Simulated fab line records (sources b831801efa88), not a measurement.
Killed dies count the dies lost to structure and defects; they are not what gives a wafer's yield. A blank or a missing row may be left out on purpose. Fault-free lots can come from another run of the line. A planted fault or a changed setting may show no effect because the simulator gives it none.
A single fault, viewed from 2 desks | flow sky130 | each desk has only its own numbers; what lay behind them comes last

THE TOOL OWNER'S DESK: furnace-01
For each lot that ran on this tool, the mean over its sampled wafers that have a number, from the tool's own readings at SKY_PAD_OPEN_ANNEAL_12. A lot is out of limits, marked OUT, if its mean lies more than 4 standard deviations from the usual mean; the brackets give that distance. 7 of its 8 readings are shown: the first one out of limits and those lying furthest out on some lot.
Columns: A = spike_tc_bottom_C at SKY_PAD_OPEN_ANNEAL_12, usual 426.0 C; B = spike_tc_centre_C at SKY_PAD_OPEN_ANNEAL_12, usual 401.5 C; C = spike_tc_lower_C at SKY_PAD_OPEN_ANNEAL_12, usual 400.1 C; D = spike_tc_top_C at SKY_PAD_OPEN_ANNEAL_12, usual 428.6 C; E = spike_tc_upper_C at SKY_PAD_OPEN_ANNEAL_12, usual 399.2 C; F = zone_power_top_pct at SKY_PAD_OPEN_ANNEAL_12, usual 9.48 %; G = zone_power_upper_pct at SKY_PAD_OPEN_ANNEAL_12, usual 4.41 %
lot  | first seen here | A               | B               | C               | D               | E               | F               | G
L923 | day 46 02:54    | 425.8           | 401.8           | 399.7           | 428.1           | 398.3           | 9.32            | 4.31
L924 | day 46 10:38    | 425.6           | 401.1           | 400.5           | 428.2           | 397.8           | 9.32            | 4.32
L932 | day 48 09:04    | 425.3           | 401.9           | 399.7           | 428.7           | 398.7           | 9.36            | 4.27
L933 | day 48 14:08    | 427.0           | 401.0           | 399.7           | 428.9           | 398.9           | 9.26            | 4.29
L939 | day 50 02:02    | 388.3 (-34) OUT | 363.5 (-40) OUT | 360.9 (-36) OUT | 392.3 (-33) OUT | 360.2 (-32) OUT | 8.26 (-7.2) OUT | 3.73 (-6.2) OUT
L940 | day 50 03:32    | 387.2 (-35) OUT | 364.0 (-40) OUT | 360.9 (-36) OUT | 391.0 (-34) OUT | 359.9 (-33) OUT | 8.27 (-7.1) OUT | 3.75 (-6.0) OUT
L942 | day 50 06:59    | 387.2 (-35) OUT | 363.5 (-40) OUT | 362.9 (-34) OUT | 393.4 (-32) OUT | 360.4 (-32) OUT | 8.24 (-7.3) OUT | 3.78 (-5.7) OUT
This desk's verdict: out of limits on L939, L940, L942, starting with L939 at day 50 02:02 (spike_tc_bottom_C at SKY_PAD_OPEN_ANNEAL_12). In limits: L923, L924, L932, L933.

FROM THE METROLOGY DESK
Means of the sampled wafers that have a number, per lot and without regard to the tool the lot ran on: this is what the gauges read. A lot is out of limits, marked OUT, if its mean lies more than 4 standard deviations from the usual mean; the brackets give that distance.
Columns: A = METAL5_ALCU_RS at SKY_METAL5_RS_MEAS_05, usual 0.0272 ohm/sq
lot  | first seen here | A
L923 | day 43 04:14    | 0.0275
L924 | day 43 12:40    | 0.0270
L927 | day 44 01:44    | 0.0271
L932 | day 45 18:16    | 0.0274
L933 | day 46 02:07    | 0.0271
L939 | day 47 17:31    | 0.0271
L940 | day 47 17:50    | 0.0266
L941 | day 47 23:02    | 0.0273
L942 | day 47 23:37    | 0.0268
L943 | day 48 05:10    | 0.0274
L945 | day 48 20:08    | 0.0270
This desk found nothing out of limits on any of the 11 lots.

TAKEN TOGETHER
An alarm could have come from the tool owner's desk at day 50 02:02, on L939, L940, L942.
The metrology desk saw nothing out of limits.
The metrology desk holds a record of L939, L940, L942, inside its limits.
All the named lots went through SKY_PAD_OPEN_ANNEAL_12 on furnace-01.

WHAT HAD BEEN PUT IN BY THE SIMULATOR
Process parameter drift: furnace-01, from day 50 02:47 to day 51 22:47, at SKY_PAD_OPEN_ANNEAL_12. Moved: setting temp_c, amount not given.
Shown lots that were struck: L939, L940, L942.
